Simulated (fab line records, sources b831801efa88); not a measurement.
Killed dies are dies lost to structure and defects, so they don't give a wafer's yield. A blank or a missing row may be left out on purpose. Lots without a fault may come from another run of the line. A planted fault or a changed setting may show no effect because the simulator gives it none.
A struck lot beside a sound one | flow sky130 | 35 steps out of a route of 708
Sound: wafers L651.1, L651.3, L651.5. Struck: wafers L649.1, L649.3, L649.5. The cause comes at the end.
At each step with rows: each side's tool, then ch and its chambers, then its first start. Under that, the readings that differ: sound wafers | struck wafers | difference of the means | sigmas: that difference in standard deviations of wafers without a fault.
alike: readings whose means differ by less than 2 such deviations, and words and numbers that are the same on both sides. not compared: withheld readings, readings that some wafer has no value for, bounds like >300 that may hide the same value, and numbers for which the record gives no deviation and whose values overlap.
The two part at a step that has a row with sigmas, a row that says differs or no value, or rows on one side only. Numbers that don't overlap but have no deviation are shown without sigmas and don't part them. A reading that every wafer of one side lacks parts them only if that side has two wafers or more.

first, 10 steps without rows for these wafers: SKY_VIA1_SOFTBAKE_08 (time 90 s); SKY_VIA1_EXPOSE_09 (exposes mask VIM, target cd 150 nm); SKY_VIA1_PEB_10; SKY_VIA1_DEVELOP_11 (develop time 60 s); SKY_VIA1_ETCH_14 (etches BARC in N2/H2, stops on SiO2, time 45.9 s, target depth 60 nm); SKY_VIA1_ETCH_15 (etches SiO2 in C4F8/O2/Ar, stops on TiN, target depth 351 nm, time 54 s); SKY_VIA1_STRIP_16 (strips in O2/N2); SKY_VIA1_STRIP_17 (strips in post etch residue remover, time 1200 s); SKY_VIA1_CLEAN_18 (cleans in IPA, time 180 s); SKY_VIA1_CLEAN_19 (cleans in O3/DIW).
SKY_VIA1_SPUTTER_20: material TiN, target thk 20 nm, time 80 s.
  sound on pvd_sputter-04, day 39 09:33; struck on pvd_sputter-03, day 38 17:55
  alike: throttle_valve_pct
then, 23 steps without rows for these wafers: SKY_VIA1_CVD_21 (deposits W, target thk 270 nm, time 80.902 s); SKY_VIA1_CMP_24 (polishes, stops on SiO2, t overpolish 15 s, target thk 0 nm); SKY_METAL2_SPUTTER_00 (material Ti, target thk 15 nm, time 10 s); SKY_METAL2_SPUTTER_01 (material TiN, target thk 20 nm, time 16.7 s); SKY_METAL2_SPUTTER_02 (material AlCu, target thk 250 nm, time 13.3 s); SKY_METAL2_SPUTTER_03 (material Ti, target thk 5 nm, time 3.3 s); SKY_METAL2_SPUTTER_04 (material TiN, target thk 70 nm, time 58.3 s); SKY_METAL2_DEHYDRATE_07 (time 60 s); SKY_METAL2_HMDS_08 (prime time 60 s); SKY_METAL2_COAT_09 (resist thk 60 nm); SKY_METAL2_COAT_10 (resist thk 450 nm); SKY_METAL2_SOFTBAKE_11 (time 90 s); SKY_METAL2_EXPOSE_12 (exposes mask MM2, target cd 140 nm); SKY_METAL2_PEB_13; SKY_METAL2_DEVELOP_14 (develop time 60 s); SKY_METAL2_DESCUM_17 (chemistry O2, time 8 s); SKY_METAL2_ETCH_18 (etches BARC in N2/H2, stops on SiO2, time 45.9 s, target depth 60 nm); SKY_METAL2_METAL_ETCH_19 (etches the open film in Cl2/BCl3, stops on SiO2, target depth 360 nm, time 78 s); SKY_METAL2_STRIP_20 (strips in O2/N2); SKY_METAL2_STRIP_21 (strips in post etch residue remover, time 1200 s); SKY_METAL2_CLEAN_22 (cleans in IPA, time 180 s); SKY_METAL2_CLEAN_23 (cleans in O3/DIW); SKY_VIA2_HDPCVD_00 (deposits SiO2, target thk 1180 nm, time 196.7 s).
-- the record jumps here: 11 days lie between the struck wafers' starts before and after (it left off in module VIA2 and takes up again in module PAD_OPEN, whose first step shown is number 708 of the route) --
SKY_PAD_OPEN_PROBE_99:
  sound on prober-01, day 49 20:21; struck on prober-01, day 49 08:38
  reading                               | sound              | struck                                                                     | difference                   | sigmas
  hold                                  | - - -              | await_dispo/3.7h/release await_dispo/3.7h/release await_dispo/3.7h/release | no value on the sound wafers |
  defect_limited_yield (%)              | 82.7 81.5 82.1     | 74.4 74.6 76.4                                                             | -7.0                         | -4
  killed_at_M0_to_M3                    | 36 53 49           | 96 94 72                                                                   | +41                          | +6
  killed_dies                           | 85 91 88           | 126 125 116                                                                | +34                          | +4
  sort_bin_3_pad_short (%)              | 1.6 1.0 0.6        | 2.4 3.9 2.0                                                                | +1.7                         | +4
  sort_bin_5_function (%)               | 8.3 10.6 10.4      | 14.8 14.4 14.2                                                             | +4.7                         | +3
  sort_n_pass                           | 407 401 404        | 366 367 376                                                                | -34                          | -4
  sort_yield_pct (%)                    | 82.7 81.5 82.1     | 74.4 74.6 76.4                                                             | -7.0                         | -4
  model.etest.tester.sort_n_pass        | 407 401 404        | 366 367 376                                                                | -34                          |
  model.etest.tester.sort_yield_pct (%) | 82.72 81.5 82.11   | 74.39 74.59 76.42                                                          | -6.98                        |
  model.etest.tester.sort_bin_5_pct (%) | 8.333 10.57 10.37  | 14.84 14.43 14.23                                                          | +4.74                        |
  model.etest.tester.sort_bin_3_pct (%) | 1.626 1.016 0.6098 | 2.439 3.862 2.033                                                          | +1.694                       |
  alike: killed_at_M4_up, killed_at_contacts, killed_at_front_end, killed_at_other, killed_open, killed_short, sort_bin_6_memory

WHERE THEY PART
Only at SKY_PAD_OPEN_PROBE_99, within this record.

WHY: what the simulator had put in
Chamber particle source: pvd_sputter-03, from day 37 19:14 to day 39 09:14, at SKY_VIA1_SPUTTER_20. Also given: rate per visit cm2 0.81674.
